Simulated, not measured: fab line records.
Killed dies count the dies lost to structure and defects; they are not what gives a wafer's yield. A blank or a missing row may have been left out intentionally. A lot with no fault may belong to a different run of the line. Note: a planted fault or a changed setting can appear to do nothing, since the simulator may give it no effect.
One fault through the eyes of 2 desks	flow sky130	each desk holds nothing but its own numbers, with what lay behind them at the end

THE TOOL OWNER'S DESK: plasmaAsher-04
The tool's own readings at SKY_LDD_P_STRIP_10 (strips in O2/N2): means of the sampled wafers that have a number, for each lot that ran on this tool. Marked OUT: a lot whose mean sits more than 4 standard deviations from the usual mean, which makes it out of limits; the brackets give that distance.
Columns: A = drypumpMotorCurrentA at SKY_LDD_P_STRIP_10, usual 5.7 A; B = oesProductAu at SKY_LDD_P_STRIP_10, usual 0.715 a.u.; C = stripTimeToEndpointS at SKY_LDD_P_STRIP_10, usual 14.18 s
lot	first seen here	A	B	C
L479	day 20 10:45	5.9	0.713	14.18
L481	day 21 04:05	5.6	0.718	14.16
L482	day 21 12:53	5.6	0.716	14.11
L485	day 22 16:31	6.3	0.719	14.20
L488	day 23 11:10	5.6	0.713	14.16
This desk found nothing out of limits on any of the 5 lots.

METROLOGY DESK
What the gauges read for every lot (on any tool): the sampled wafers with a number, averaged. Marked OUT: a lot whose mean sits more than 4 standard deviations from the usual mean, which makes it out of limits; the brackets give that distance.
Columns: A = cdNm at SKY_POLY_GATE_CD_MEAS_22, usual 148 nm; B = SPACER_CVD_00_THK at SKY_SPACER_THK_MEAS_01, usual 43.1 nm
lot	first seen here	A	B
L476	day 16 23:16	147	43.1
L479	day 17 20:34	149	43.0
L481	day 18 12:46	148	42.0
L482	day 18 21:07	147	43.5
L485	day 20 01:16	148	43.0
L487	day 20 16:22	150	43.2
L488	day 20 20:23	148	42.8
L490	day 21 13:52	149	42.8
L494	day 23 04:20	146	43.4
L495	day 23 07:12	149	42.7
L496	day 23 17:25	152	42.6
L498	day 24 11:22	146	43.1
L499	day 24 13:49	151	43.3
This desk found nothing out of limits on any of the 13 lots.

PUT TOGETHER
The desk of the tool owner found nothing out of limits.
The metrology desk saw nothing out of limits.

WHAT WAS PUT IN BY THE SIMULATOR
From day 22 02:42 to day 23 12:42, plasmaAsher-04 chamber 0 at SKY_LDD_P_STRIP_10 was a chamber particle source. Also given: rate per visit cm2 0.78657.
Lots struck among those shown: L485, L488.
